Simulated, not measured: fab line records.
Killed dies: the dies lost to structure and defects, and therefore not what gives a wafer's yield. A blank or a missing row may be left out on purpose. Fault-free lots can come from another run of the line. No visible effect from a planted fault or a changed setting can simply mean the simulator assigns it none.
A single fault, viewed from 2 desks    flow sfqLine    each desk has only its own numbers; what lay behind them comes last

== AT THE TOOL OWNER'S DESK: cmp-02 ==
The tool's own readings at SFQ_TRILAYER_I0_CMP_CMP_028 (polishes SiO2): means of the sampled wafers that have a number, for each lot that ran on this tool. Any lot whose mean is over 4 standard deviations away from the usual mean is out of limits and marked OUT; that distance is given in the brackets.
Columns: A = motorCurrentA at SFQ_TRILAYER_I0_CMP_CMP_028, usual 9.9 A; B = slurryFlowMlMin at SFQ_TRILAYER_I0_CMP_CMP_028, usual 150.0; C = timeToEndpointS at SFQ_TRILAYER_I0_CMP_CMP_028, usual 213 s
lot   first seen here  A     B      C
L609  day 10 19:15     9.9   150.3  214
L610  day 11 08:52     9.7   150.0  216
L612  day 12 12:38     9.9   149.8  212
L614  day 13 07:28     10.1  150.2  213
L617  day 14 06:35     9.6   150.1  207
L618  day 14 11:23     10.1  149.5  210
L620  day 15 01:31     9.6   149.2  216
L623  day 16 04:40     10.4  150.1  221
L624  day 16 15:05     10.1  150.8  222
L629  day 19 20:55     10.1  150.3  206
L631  day 20 15:38     9.9   149.6  219
L632  day 20 23:22     10.1  149.5  215
Finding of this desk: none of the 12 lots has anything out of limits.

== AT THE METROLOGY DESK ==
What the gauges read for every lot (on any tool): the sampled wafers with a number, averaged. Any lot whose mean is over 4 standard deviations away from the usual mean is out of limits and marked OUT; that distance is given in the brackets.
Columns: A = I0_BOW at SFQ_I0_BOW_MEAS_907, usual -1 um
lot   first seen here  A
L609  day 10 21:45     -9
L610  day 11 11:23     -2
L611  day 11 18:36     -3
L612  day 12 15:38     -2
L613  day 13 00:28     5
L614  day 13 10:28     -3
L617  day 14 09:35     -2
L618  day 14 14:23     1
L620  day 15 04:34     12
L623  day 16 07:13     -0
L624  day 16 18:05     -5
L629  day 19 22:55     4
L630  day 20 13:16     2
L631  day 20 18:39     -8
L632  day 21 01:53     -2
Finding of this desk: none of the 15 lots has anything out of limits.

== BROUGHT TOGETHER ==
The desk of the tool owner found nothing out of limits.
The metrology desk saw nothing out of limits.

== WHAT THE SIMULATOR PUT IN ==
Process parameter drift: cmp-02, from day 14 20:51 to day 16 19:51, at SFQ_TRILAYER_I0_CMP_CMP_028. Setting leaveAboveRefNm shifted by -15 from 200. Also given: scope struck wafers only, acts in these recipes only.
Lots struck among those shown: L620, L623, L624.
